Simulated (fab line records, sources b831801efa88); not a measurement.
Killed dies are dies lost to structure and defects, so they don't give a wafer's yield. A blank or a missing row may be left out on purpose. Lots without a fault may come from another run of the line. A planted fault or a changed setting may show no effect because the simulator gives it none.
One fault seen from 2 desks | flow gf180mcu | each desk has only its own numbers; what lay behind them comes last
Where a reading is given only as a bound, like >300, the bound stands for it, and a mean or a difference that rests on one is marked > or <: the true number lies beyond.

THE TOOL OWNER'S DESK: pvd_sputter-01
The tool's own readings at GF_M4_SPUTTER_02 (material AlCu, target thk 450 nm, time 23.9 s): means of the sampled wafers that have a number, for each lot that ran on this tool. A lot is out of limits, marked OUT, if its mean lies more than 4 standard deviations from the usual mean; the brackets give that distance.
Columns: A = cathode_dc_power_W at GF_M4_SPUTTER_02, usual 10600 W; B = chamber_pressure_pa at GF_M4_SPUTTER_02, usual 0.4000 Pa; C = throttle_valve_pct at GF_M4_SPUTTER_02, usual 29.7 %
lot  | first seen here | A     | B      | C
L182 | day 24 13:28    | 10600 | 0.4008 | 30.1
L193 | day 28 15:49    | 10601 | 0.4000 | 30.0
This desk's finding: nothing out of limits on any of the 2 lots.

THE METROLOGY DESK
What the gauges read, lot by lot, whatever tool the lot ran on: means of the sampled wafers that have a number. A lot is out of limits, marked OUT, if its mean lies more than 4 standard deviations from the usual mean; the brackets give that distance.
Columns: A = M4_ALCU_RS at GF_M4_RS_MEAS_05, usual 0.0697 ohm/sq; B = M4_ALCU_THK at GF_M4_THK_MEAS_06, usual 450 nm; C = cd_nm at GF_M4_CD_MEAS_14, usual 279.8 nm
lot  | first seen here | A                        | B             | C
L176 | day 22 05:28    | 0.0702                   | 446           | 281.2
L177 | day 22 15:20    | 0.0697                   | 449           | 281.8
L182 | day 24 13:34    | 0.0697                   | 450           | 280.3
L185 | day 26 02:08    | 7.0821 (+99 or more) OUT | <0 (<-96) OUT | 280.3
L186 | day 26 18:46    | 7.1449 (+99 or more) OUT | <0 (<-96) OUT | 279.6
L187 | day 27 01:37    | 7.1817 (+99 or more) OUT | <0 (<-96) OUT | 277.9
L189 | day 27 13:05    | 0.0687                   | 457           | 279.7
L191 | day 28 02:44    | 0.0699                   | 451           | 279.8
L193 | day 28 15:55    | 0.0695                   | 453           | 279.3
L192 | day 28 19:40    | 0.0697                   | 451           | 280.7
L198 | day 30 01:21    | 0.0707                   | 443           | 279.5
This desk's finding: out of limits on L185, L186, L187; first on L185, day 26 02:08 (M4_ALCU_RS at GF_M4_RS_MEAS_05). In limits: L176, L177, L182, L189, L191, L193, L192, L198.

PUT TOGETHER
The metrology desk could have raised an alarm at day 26 02:08, on L185, L186, L187.
The tool owner's desk saw nothing out of limits.
The tool owner's desk has no number on record for L185, L186, L187.
Of the lots named, all ran GF_M4_SPUTTER_02 on pvd_sputter-01.

WHAT THE SIMULATOR HAD PUT IN
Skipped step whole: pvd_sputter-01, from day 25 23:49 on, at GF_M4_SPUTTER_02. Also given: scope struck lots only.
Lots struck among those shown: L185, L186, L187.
Hours from the fault's start to each desk's first reading out of limits: the metrology desk, 2.
